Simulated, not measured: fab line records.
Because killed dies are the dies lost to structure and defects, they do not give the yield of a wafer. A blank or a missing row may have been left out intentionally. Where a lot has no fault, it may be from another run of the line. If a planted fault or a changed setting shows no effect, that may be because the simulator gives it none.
A struck lot beside a sound one | flow sky130 | 15 out of 708 route steps
Sound: wafers L780.2, L780.4, L780.5. Wafers L790.1, L790.3, L790.4 were the ones struck. The cause is given at the end.
Per side, at each step with rows, come the tool, then ch with its chambers, and then its first start. Under that, the readings that differ: sound wafers | struck wafers | difference of the means | sigmas: that difference in standard deviations of wafers without a fault.
alike: readings whose means differ by less than 2 such deviations, and words and numbers that are the same on both sides. not compared: withheld readings, readings that some wafer has no value for, bounds like >300 that may hide the same value, and numbers for which the record gives no deviation and whose values overlap.
A row with sigmas, a row that says differs or no value, or rows on one side alone: a step with any of these is where the two part. When numbers do not overlap yet have no deviation, they are printed without sigmas and do not part them. A reading missing from all wafers of one side parts the sides only when that side holds two or more wafers.

first, 6 steps without rows for these wafers: SKY_SD_N_HMDS_01 (prime time 60 s); SKY_SD_N_COAT_02 (resist thk 1140 nm); SKY_SD_N_SOFTBAKE_03 (time 60 s); SKY_SD_N_EXPOSE_04 (exposes mask NSDM, target cd 380 nm); SKY_SD_N_PEB_05; SKY_SD_N_DEVELOP_06 (develop time 60 s).
SKY_SD_N_CD_MEAS_07: the cd target is 380 nm.
  sound on cd-sem-01, day 28 14:22; struck on cd-sem-01, day 31 08:50
  alike: cd-nm
SKY_SD_N_OVL_MEAS_08:
  sound on overlay-02, day 28 14:28; struck on overlay-01, day 31 08:57
  alike: SD_N_OVL
then, 2 steps without rows for these wafers: SKY_SD_N_IMPLANT_09; SKY_SD_N_IMPLANT_10.
SKY_SD_N_STRIP_11: strips in O2/N2.
  sound on plasma-asher-03 ch 1, day 28 14:48; struck on plasma-asher-01 ch 0,1, day 31 09:17
  alike: drypump-motor-current-A, oes-product-au, strip-time-to-endpoint-s
  not compared: rf-hours-counter-h
SKY_SD_N_TW_MEAS_12:
  sound on film-metro-01, day 28 14:55; struck on film-metro-03, day 31 09:23
  reading | sound          | struck         | difference | sigmas
  SD_N_TW | 4062 4060 4067 | 3931 3929 3921 | -136       | -3
SKY_SD_N_CLEAN_13: cleans in SC1/SC2, time 150 s.
  sound on wet-bench-03 ch 0, day 28 14:58; struck on wet-bench-01 ch 0, day 31 09:26
  reading          | sound       | struck   | difference | sigmas
  run-length-s (s) | 178 178 178 | 98 98 98 | -80        | -24
  alike: temp-c
SKY_SD_N_RTA_14: time 2 s.
  sound on rtp-anneal-02 ch 0, day 28 15:01; struck on rtp-anneal-02 ch 0, day 31 09:29
  alike: lamp-power-pct, wafer_temp_C_max
-- a jump in the record: the struck wafers' starts before and after are 17 days apart (it breaks off in module SD_N and resumes in module PAD_OPEN, where the first step shown is number 708 of the route) --
SKY_PAD_OPEN_PROBE_99:
  sound on prober-01, day 46 05:29; struck on prober-01, day 48 06:00
  reading                                         | sound                | struck               | difference | sigmas
  model.etest.diode-nwell-sub.leak-log10-a-cm2    | -7.287 -7.204 -7.375 | -6.808 -6.923 -7.148 | +0.329     |
  model.etest.diode-dnwell-sub.leak-log10-a-cm2   | -7.242 -7.583 -7.574 | -6.915 -6.879 -6.878 | +0.576     |
  model.etest.diode-pwell-dnwell.leak-log10-a-cm2 | -7.53 -7.404 -7.63   | -7.167 -7.247 -7.219 | +0.310     |
  alike: killed_at_M0_to_M3, killed_at_M4_up, killed-at-contacts, killed-at-front-end, killed-at-other, killed-dies, killed-open, killed-short
  not compared: model.etest.pfet_16v.off-log10-a-um, model.etest.nfet_16v.off-log10-a-um

== WHERE THEY PART ==
At SKY_SD_N_TW_MEAS_12 first; at SKY_SD_N_CLEAN_13 last (within this record only). Later steps at which nothing parts them and some readings are alike: SKY_SD_N_RTA_14, SKY_PAD_OPEN_PROBE_99.

WHY: what had been put in by the simulator
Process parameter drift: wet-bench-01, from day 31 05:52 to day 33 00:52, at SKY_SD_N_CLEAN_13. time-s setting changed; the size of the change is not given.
